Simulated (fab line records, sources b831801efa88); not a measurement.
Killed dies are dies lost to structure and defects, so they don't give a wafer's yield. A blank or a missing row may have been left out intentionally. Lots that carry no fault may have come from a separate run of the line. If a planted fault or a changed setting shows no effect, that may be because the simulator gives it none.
What tool caused it? :: flow gf180mcu :: 36 wafers from 13 lots sampled at 6 of the route's 602 steps

WHAT THE GAUGES READ, wafer by wafer
GF_STI_THK_MEAS_22. Usual: STI_OXIDATION_01_THK 15.11 nm, standard deviation 0.25.
lot: L543
measured: day 2 05:32
on: film-metro-03
STI_OXIDATION_01_THK (nm): 15.38 15.44 15.13
flag: 

lot: L544
measured: day 2 08:52
on: film-metro-01
STI_OXIDATION_01_THK (nm): 15.40 15.70 15.64
flag: 

lot: L545
measured: day 2 13:56
on: film-metro-03
STI_OXIDATION_01_THK (nm): 15.04 14.91 15.08
flag: 

lot: L546
measured: day 2 19:06
on: film-metro-04
STI_OXIDATION_01_THK (nm): 15.05 15.12 15.04
flag: 

lot: L547
measured: day 2 23:25
on: film-metro-01
STI_OXIDATION_01_THK (nm): 14.94 15.15 15.27
flag: 

lot: L548
measured: day 3 06:42
on: film-metro-03
STI_OXIDATION_01_THK (nm): 14.89 14.68 14.90
flag: 

lot: L549
measured: day 3 11:03
on: film-metro-03
STI_OXIDATION_01_THK (nm): 14.99 15.00 14.84
flag: 

lot: L550
measured: day 3 15:38
on: film-metro-03
STI_OXIDATION_01_THK (nm): 14.78 14.82 15.01
flag: 

lot: L554
measured: day 4 15:19
on: film-metro-04
STI_OXIDATION_01_THK (nm): 14.98 15.22
flag: 

lot: L556
measured: day 5 01:58
on: film-metro-03
STI_OXIDATION_01_THK (nm): 15.20 15.22
flag: 

lot: L557
measured: day 5 07:31
on: film-metro-03
STI_OXIDATION_01_THK (nm): 15.10 15.02
flag: 

lot: L562
measured: day 6 07:38
on: film-metro-03
STI_OXIDATION_01_THK (nm): 15.41 15.52 15.30
flag: 

lot: L563
measured: day 6 11:50
on: film-metro-01
STI_OXIDATION_01_THK (nm): 15.22 15.27 15.33
flag: 

GF_NWELL_OVL_MEAS_07. Usual: NWELL_OVL 0.6 nm, standard deviation 1.5.
lot: L543
measured: day 3 09:10
on: overlay-01
NWELL_OVL (nm): 0.7 -0.8 1.7
flag: 

lot: L544
measured: day 3 11:52
on: overlay-02
NWELL_OVL (nm): 1.6 2.2 1.8
flag: 

lot: L545
measured: day 3 17:34
on: overlay-02
NWELL_OVL (nm): 1.6 1.6 3.3
flag: 

lot: L546
measured: day 4 00:28
on: overlay-01
NWELL_OVL (nm): -0.2 1.0 0.8
flag: 

lot: L547
measured: day 4 04:22
on: overlay-01
NWELL_OVL (nm): 0.1 1.1 1.0
flag: 

lot: L548
measured: day 4 12:11
on: overlay-02
NWELL_OVL (nm): -1.8 -2.4 -3.7
flag: 

lot: L549
measured: day 4 16:00
on: overlay-01
NWELL_OVL (nm): 1.4 2.1 2.4
flag: 

lot: L550
measured: day 4 20:43
on: overlay-02
NWELL_OVL (nm): -0.5 -1.2 0.0
flag: 

lot: L554
measured: day 6 00:58
on: overlay-01
NWELL_OVL (nm): -2.1 -0.9
flag: 

lot: L556
measured: day 6 11:08
on: overlay-02
NWELL_OVL (nm): 2.1 1.4
flag: 

lot: L557
measured: day 6 14:48
on: overlay-02
NWELL_OVL (nm): -0.1 2.3
flag: 

lot: L562
measured: day 7 18:13
on: overlay-01
NWELL_OVL (nm): 1.4 0.6 0.1
flag: 

lot: L563
measured: day 7 20:45
on: overlay-02
NWELL_OVL (nm): 0.5 -0.5 1.9
flag: 

GF_MVSD_TW_MEAS_11. Usual: MVSD_TW 1578, standard deviation 11.
lot: L543
measured: day 4 12:16
on: film-metro-04
MVSD_TW: 1564 1558 1564
flag: 

lot: L544
measured: day 4 15:49
on: film-metro-02
MVSD_TW: 1586 1590 1584
flag: 

lot: L545
measured: day 4 21:10
on: film-metro-04
MVSD_TW: 1566 1568 1573
flag: 

lot: L546
measured: day 5 03:59
on: film-metro-01
MVSD_TW: 1598 1608 1598
flag: 

lot: L547
measured: day 5 07:59
on: film-metro-04
MVSD_TW: 1565 1558 1572
flag: 

lot: L548
measured: day 5 15:51
on: film-metro-04
MVSD_TW: 1564 1570 1571
flag: 

lot: L549
measured: day 5 19:35
on: film-metro-02
MVSD_TW: 1579 1578 1575
flag: 

lot: L550
measured: day 6 01:37
on: film-metro-02
MVSD_TW: 1583 1573 1581
flag: 

lot: L554
measured: day 7 09:10
on: film-metro-04
MVSD_TW: 1561 1664
flag: OFF

lot: L556
measured: day 7 18:58
on: film-metro-02
MVSD_TW: 1678 1676
flag: OFF

lot: L557
measured: day 7 22:35
on: film-metro-01
MVSD_TW: 1587 1688
flag: OFF

lot: L562
measured: day 9 04:02
on: film-metro-04
MVSD_TW: 1563 1572 1561
flag: 

lot: L563
measured: day 9 05:49
on: film-metro-02
MVSD_TW: 1569 1576 1574
flag: 

GF_VT_IMPLANT_RS_MEAS_46: measurement is done with a four-point probe. Usual: MVSD_RS 456.7 ohm/sq, standard deviation 1.3.
lot: L543
measured: day 7 12:23
on: film-metro-04
MVSD_RS (ohm/sq): 455.5 455.7 456.1
flag: 

lot: L544
measured: day 7 18:07
on: film-metro-04
MVSD_RS (ohm/sq): 454.5 453.9 452.8
flag: 

lot: L545
measured: day 8 01:40
on: film-metro-04
MVSD_RS (ohm/sq): 457.4 455.8 455.8
flag: 

lot: L546
measured: day 8 07:22
on: film-metro-01
MVSD_RS (ohm/sq): 457.0 457.6 456.8
flag: 

lot: L547
measured: day 8 11:13
on: film-metro-04
MVSD_RS (ohm/sq): 456.5 455.9 455.9
flag: 

lot: L548
measured: day 8 21:47
on: film-metro-01
MVSD_RS (ohm/sq): 454.8 455.3 455.1
flag: 

lot: L549
measured: day 9 03:12
on: film-metro-01
MVSD_RS (ohm/sq): 458.2 456.7 457.9
flag: 

lot: L550
measured: day 9 10:23
on: film-metro-01
MVSD_RS (ohm/sq): 457.2 457.6 457.1
flag: 

lot: L554
measured: day 10 21:59
on: film-metro-01
MVSD_RS (ohm/sq): 458.1 411.0
flag: OFF

lot: L556
measured: day 11 10:10
on: film-metro-02
MVSD_RS (ohm/sq): 411.5 412.3
flag: OFF

lot: L557
measured: day 11 12:15
on: film-metro-04
MVSD_RS (ohm/sq): 458.3 409.8
flag: OFF

lot: L562
measured: day 12 23:19
on: film-metro-02
MVSD_RS (ohm/sq): 459.6 459.5 459.3
flag: 

lot: L563
measured: day 13 03:07
on: film-metro-01
MVSD_RS (ohm/sq): 455.1 456.1 455.8
flag: 

TOOL THAT RAN EACH LOT (tool first, then ch and the chambers of the sampled wafers, then the start)
lot: L543
GF_MVSD_IMPLANT_08: implanter-02 ch 0, day 4 11:53
GF_MVSD_STRIP_10: plasma-asher-03 ch 0,1, day 4 12:10

lot: L544
GF_MVSD_IMPLANT_08: implanter-03 ch 0, day 4 15:25
GF_MVSD_STRIP_10: plasma-asher-02 ch 0,1, day 4 15:43

lot: L545
GF_MVSD_IMPLANT_08: implanter-01 ch 0, day 4 20:46
GF_MVSD_STRIP_10: plasma-asher-03 ch 0,1, day 4 21:04

lot: L546
GF_MVSD_IMPLANT_08: implanter-03 ch 0, day 5 03:37
GF_MVSD_STRIP_10: plasma-asher-04 ch 0, day 5 03:53

lot: L547
GF_MVSD_IMPLANT_08: implanter-03 ch 0, day 5 07:35
GF_MVSD_STRIP_10: plasma-asher-02 ch 0,1, day 5 07:53

lot: L548
GF_MVSD_IMPLANT_08: implanter-02 ch 0, day 5 15:28
GF_MVSD_STRIP_10: plasma-asher-02 ch 0,1, day 5 15:44

lot: L549
GF_MVSD_IMPLANT_08: implanter-03 ch 0, day 5 19:11
GF_MVSD_STRIP_10: plasma-asher-02 ch 0,1, day 5 19:29

lot: L550
GF_MVSD_IMPLANT_08: implanter-01 ch 0, day 6 01:14
GF_MVSD_STRIP_10: plasma-asher-02 ch 0,1, day 6 01:31

lot: L554
GF_MVSD_IMPLANT_08: implanter-03 ch 0, day 7 08:47
GF_MVSD_STRIP_10: plasma-asher-03 ch 0, day 7 09:04

lot: L556
GF_MVSD_IMPLANT_08: implanter-03 ch 0, day 7 18:37
GF_MVSD_STRIP_10: plasma-asher-02 ch 0,1, day 7 18:52

lot: L557
GF_MVSD_IMPLANT_08: implanter-03 ch 0, day 7 22:11
GF_MVSD_STRIP_10: plasma-asher-03 ch 1, day 7 22:29

lot: L562
GF_MVSD_IMPLANT_08: implanter-02 ch 0, day 9 03:38
GF_MVSD_STRIP_10: plasma-asher-04 ch 0,1, day 9 03:56

lot: L563
GF_MVSD_IMPLANT_08: implanter-01 ch 0, day 9 05:25
GF_MVSD_STRIP_10: plasma-asher-04 ch 0,1, day 9 05:43
- GF_MVSD_IMPLANT_08
- GF_MVSD_STRIP_10: strips in O2/N2.

AS READ BY THE TOOLS THEMSELVES (means over the sampled wafers that have a number; for cases with no such wafer, the mark the record gives instead)
GF_MVSD_IMPLANT_08. Usual: beam-on-s 10.00 s, standard deviation 0.18; faraday-current-uA 90.2, standard deviation 1.6.
lot: L543
tool: implanter-02
beam-on-s (s): 10.13
faraday-current-uA: 89.1
flag: 

lot: L544
tool: implanter-03
beam-on-s (s): 10.10
faraday-current-uA: 89.4
flag: 

lot: L545
tool: implanter-01
beam-on-s (s): 9.89
faraday-current-uA: 91.4
flag: 

lot: L546
tool: implanter-03
beam-on-s (s): 9.85
faraday-current-uA: 91.3
flag: 

lot: L547
tool: implanter-03
beam-on-s (s): 9.86
faraday-current-uA: 91.4
flag: 

lot: L548
tool: implanter-02
beam-on-s (s): 9.78
faraday-current-uA: 92.1
flag: 

lot: L549
tool: implanter-03
beam-on-s (s): 10.08
faraday-current-uA: 89.6
flag: 

lot: L550
tool: implanter-01
beam-on-s (s): 10.02
faraday-current-uA: 90.1
flag: 

lot: L554
tool: implanter-03
beam-on-s (s): 11.14
faraday-current-uA: 82.2
flag: OFF

lot: L556
tool: implanter-03
beam-on-s (s): 12.16
faraday-current-uA: 74.1
flag: OFF

lot: L557
tool: implanter-03
beam-on-s (s): 11.19
faraday-current-uA: 81.9
flag: OFF

lot: L562
tool: implanter-02
beam-on-s (s): 10.02
faraday-current-uA: 90.1
flag: 

lot: L563
tool: implanter-01
beam-on-s (s): 9.96
faraday-current-uA: 90.6
flag: 

GF_MVSD_STRIP_10. Usual: drypump-motor-current-A 6.03 A, standard deviation 0.24; heater-power-w 316 W, standard deviation 36; oes-product-au 0.722 a.u., standard deviation 0.0047; strip-time-to-endpoint-s 36.94 s, standard deviation 0.11.
lot: L543
tool: plasma-asher-03
drypump-motor-current-A (A): 6.12
heater-power-w (W): 350
oes-product-au (a.u.): 0.720
strip-time-to-endpoint-s (s): 36.97
flag: 

lot: L544
tool: plasma-asher-02
drypump-motor-current-A (A): 5.96
heater-power-w (W): 304
oes-product-au (a.u.): 0.725
strip-time-to-endpoint-s (s): 37.06
flag: 

lot: L545
tool: plasma-asher-03
drypump-motor-current-A (A): 6.12
heater-power-w (W): 344
oes-product-au (a.u.): 0.722
strip-time-to-endpoint-s (s): 36.89
flag: 

lot: L546
tool: plasma-asher-04
drypump-motor-current-A (A): 5.97
heater-power-w (W): 292
oes-product-au (a.u.): 0.726
strip-time-to-endpoint-s (s): 36.96
flag: 

lot: L547
tool: plasma-asher-02
drypump-motor-current-A (A): 6.02
heater-power-w (W): 311
oes-product-au (a.u.): 0.721
strip-time-to-endpoint-s (s): 36.85
flag: 

lot: L548
tool: plasma-asher-02
drypump-motor-current-A (A): 5.99
heater-power-w (W): 313
oes-product-au (a.u.): 0.719
strip-time-to-endpoint-s (s): 36.97
flag: 

lot: L549
tool: plasma-asher-02
drypump-motor-current-A (A): 5.75
heater-power-w (W): 320
oes-product-au (a.u.): 0.726
strip-time-to-endpoint-s (s): 37.04
flag: 

lot: L550
tool: plasma-asher-02
drypump-motor-current-A (A): 6.00
heater-power-w (W): 308
oes-product-au (a.u.): 0.723
strip-time-to-endpoint-s (s): 36.87
flag: 

lot: L554
tool: plasma-asher-03
drypump-motor-current-A (A): 6.12
heater-power-w (W): 366
oes-product-au (a.u.): 0.719
strip-time-to-endpoint-s (s): 36.89
flag: 

lot: L556
tool: plasma-asher-02
drypump-motor-current-A (A): 5.85
heater-power-w (W): 314
oes-product-au (a.u.): 0.718
strip-time-to-endpoint-s (s): 36.91
flag: 

lot: L557
tool: plasma-asher-03
drypump-motor-current-A (A): 6.14
heater-power-w (W): 340
oes-product-au (a.u.): 0.720
strip-time-to-endpoint-s (s): 36.94
flag: 

lot: L562
tool: plasma-asher-04
drypump-motor-current-A (A): 6.10
heater-power-w (W): 276
oes-product-au (a.u.): 0.719
strip-time-to-endpoint-s (s): 36.97
flag: 

lot: L563
tool: plasma-asher-04
drypump-motor-current-A (A): 6.12
heater-power-w (W): 275
oes-product-au (a.u.): 0.727
strip-time-to-endpoint-s (s): 36.97
flag: 

THE ANSWER, worked out from the rows above alone
Rule: take the mean of a lot's wafers that have a number; if it is more than 3 standard deviations from the usual mean, the lot is off. A lot without any number at a reading at which 4 lots or more have one is off too. The other lots that the step has rows for count as sound. The gauges are gone through in route order, then the tools' own readings, and for those a lot's mean is taken as printed above. At the first step where some lot is off, the reading lying furthest off is the one used; lots without a number count as furthest.
Off: at GF_MVSD_TW_MEAS_11 (MVSD_TW), L554, L556, L557.
A tool fits if, at a process step before that reading, it ran every lot that is off, and no sound lot after the first of them. The gauges at GF_MVSD_TW_MEAS_11 aren't tried: what is off there is off at GF_MVSD_IMPLANT_08 too, on other tools, and a gauge's error can't cause that. One fits: implanter-03 at GF_MVSD_IMPLANT_08. A fault onset in the window from L549 (day 5 19:11, its last sound lot) to L554 (day 7 08:47, its first lot off) fits.
The tool's own readings at GF_MVSD_IMPLANT_08 bear it out: on the lots that are off they differ by more than 5 times the standard deviation of the sound lots' means. beam-on-s reads 11.50 s there against 9.97 s on the sound lots; faraday-current-uA reads 79.4 there against 90.5 on the sound lots.

WHAT HAD BEEN PUT IN BY THE SIMULATOR
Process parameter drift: implanter-03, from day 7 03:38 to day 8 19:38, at GF_MVSD_IMPLANT_08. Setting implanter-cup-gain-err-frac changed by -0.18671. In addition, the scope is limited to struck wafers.
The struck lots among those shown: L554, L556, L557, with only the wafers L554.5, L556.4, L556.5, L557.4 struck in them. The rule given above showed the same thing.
